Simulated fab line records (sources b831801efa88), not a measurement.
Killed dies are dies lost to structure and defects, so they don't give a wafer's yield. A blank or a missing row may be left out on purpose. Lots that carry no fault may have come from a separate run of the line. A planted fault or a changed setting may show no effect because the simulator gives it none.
Which of the tools did it?    flow sky130    12 lots, 36 wafers sampled, at 4 steps of a route of 708

== WHAT THE GAUGES SHOWED, per wafer ==
SKY_CAPM_RS_MEAS_03: the measuring method here is four-point-probe.
lot   measured      on             CAPM_TIN_RS (ohm/sq)
L075  day 36 17:02  film metro-02  6.82 6.82 6.84
L077  day 37 11:06  film metro-01  6.84 6.91 6.86
L079  day 38 03:38  film metro-03  6.99 6.93 7.02
L082  day 39 00:08  film metro-01  6.89 6.86 6.84
L083  day 39 05:32  film metro-02  6.87 6.93 7.04
L085  day 39 23:52  film metro-01  6.94 6.99 7.03
L087  day 40 16:27  film metro-03  6.88 6.91 6.95
L089  day 41 08:03  film metro-03  6.85 6.88 6.82
L091  day 41 14:59  film metro-01  6.86 6.91 6.90
L093  day 42 03:53  film metro-01  6.93 6.91 6.79
L095  day 42 13:25  film metro-01  6.85 6.85 6.93
L097  day 43 03:05  film metro-02  6.95 6.94 6.85

== WHAT TOOL EACH LOT RAN ON (gives the tool, then ch and the chambers of the sampled wafers, and finally the start) ==
lot   SKY_METAL1_SPUTTER_02         SKY_VIA1_SPUTTER_20           SKY_CAPM_CVD_00
L075  pvd sputter-04, day 32 00:05  pvd sputter-03, day 34 08:04  pecvd-01 ch 0,1, day 36 16:49
L077  pvd sputter-03, day 32 18:03  pvd sputter-04, day 35 02:34  pecvd-03 ch 0,1, day 37 10:55
L079  pvd sputter-02, day 33 11:46  pvd sputter-01, day 35 19:29  pecvd-03 ch 0,2, day 38 03:26
L082  pvd sputter-03, day 34 10:16  pvd sputter-03, day 36 17:09  pecvd-01 ch 0,1,2, day 38 23:57
L083  pvd sputter-03, day 34 15:20  pvd sputter-03, day 36 21:56  pecvd-04 ch 1,2, day 39 05:19
L085  pvd sputter-02, day 35 11:34  pvd sputter-04, day 37 18:16  pecvd-03 ch 0,2, day 39 23:40
L087  pvd sputter-03, day 36 04:37  pvd sputter-01, day 38 10:31  pecvd-03 ch 0,1, day 40 16:16
L089  pvd sputter-04, day 36 20:55  pvd sputter-04, day 39 02:49  pecvd-04 ch 0,2, day 41 07:50
L091  pvd sputter-04, day 37 06:04  pvd sputter-01, day 39 11:25  pecvd-04 ch 0,1, day 41 14:46
L093  pvd sputter-04, day 37 18:58  pvd sputter-03, day 39 23:25  pecvd-03 ch 1,2, day 42 03:41
L095  pvd sputter-02, day 38 04:19  pvd sputter-01, day 40 09:28  pecvd-04 ch 0,2, day 42 13:11
L097  pvd sputter-03, day 38 20:31  pvd sputter-03, day 40 23:23  pecvd-04 ch 1,2, day 43 02:54
- SKY_METAL1_SPUTTER_02: material AlCu, target thk 250 nm, time 13.3 s.
- SKY_VIA1_SPUTTER_20: material TiN, target thk 20 nm, time 80 s.
- SKY_CAPM_CVD_00: deposits SiO2, target thk 15.5 nm.

== THE ANSWER, worked out from the rows above alone ==
Rule: the usual values come from the lots themselves. Put in order of their means at a reading, lots are off if they are a third of the lots or fewer, leave a main group of 4 or more, and stand apart from it by a gap of 3 or more times the standard deviation of the main group's means; of several such gaps the widest counts. A main group is skipped when, at the precision printed for the reading in the tables above, its means are all equal. A lot without any number at a reading at which 4 lots or more have one is off too. Any other lot the step has rows for is counted as sound.
Nothing can be told from this: no lot is off at any reading shown.

== WHAT THE SIMULATOR PUT IN ==
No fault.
